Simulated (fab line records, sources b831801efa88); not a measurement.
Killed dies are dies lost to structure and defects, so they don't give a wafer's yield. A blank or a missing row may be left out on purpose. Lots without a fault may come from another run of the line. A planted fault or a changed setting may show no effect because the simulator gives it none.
Which tool did it? | flow gf180mcu | 6 lots, 18 wafers sampled, at 2 steps of a route of 602

WHAT THE GAUGES READ, wafer by wafer
GF_CONTACT_CD_MEAS_14: target cd 220 nm.
lot  | measured     | on        | cd_nm (nm)
L835 | day 16 12:28 | cd_sem-02 | 221.4 220.2 220.2
L837 | day 17 07:41 | cd_sem-01 | 220.5 221.0 221.2
L850 | day 22 01:20 | cd_sem-01 | 219.5 220.0 219.6
L853 | day 23 05:49 | cd_sem-02 | 221.6 219.9 222.6
L855 | day 23 11:33 | cd_sem-02 | 220.3 219.2 220.5
L857 | day 24 11:25 | cd_sem-01 | 220.8 221.3 221.2

WHICH TOOL RAN EACH LOT (tool, then ch and the chambers of the sampled wafers, then the start)
lot  | GF_CONTACT_COAT_09
L835 | litho_track-04 ch 0, day 16 00:00
L837 | litho_track-04 ch 0, day 16 20:00
L850 | litho_track-03 ch 0, day 21 12:00
L853 | litho_track-03 ch 0, day 22 17:00
L855 | litho_track-04 ch 0, day 23 00:00
L857 | litho_track-04 ch 0, day 24 00:00
- GF_CONTACT_COAT_09: resist thk 1000 nm.

THE ANSWER, worked out from the rows above alone
Rule: what is usual is taken from the lots themselves. Put in order of their means at a reading, lots are off if they are a third of the lots or fewer, leave a main group of 4 or more, and stand apart from it by a gap of 3 or more times the standard deviation of the main group's means; of several such gaps the widest counts. A main group whose means are all the same, to the digits that the tables above print for the reading, isn't used. A lot without any number at a reading at which 4 lots or more have one is off too. The other lots that the step has rows for count as sound.
No lot is off at any reading shown: from this, nothing can be told.

WHAT THE SIMULATOR HAD PUT IN
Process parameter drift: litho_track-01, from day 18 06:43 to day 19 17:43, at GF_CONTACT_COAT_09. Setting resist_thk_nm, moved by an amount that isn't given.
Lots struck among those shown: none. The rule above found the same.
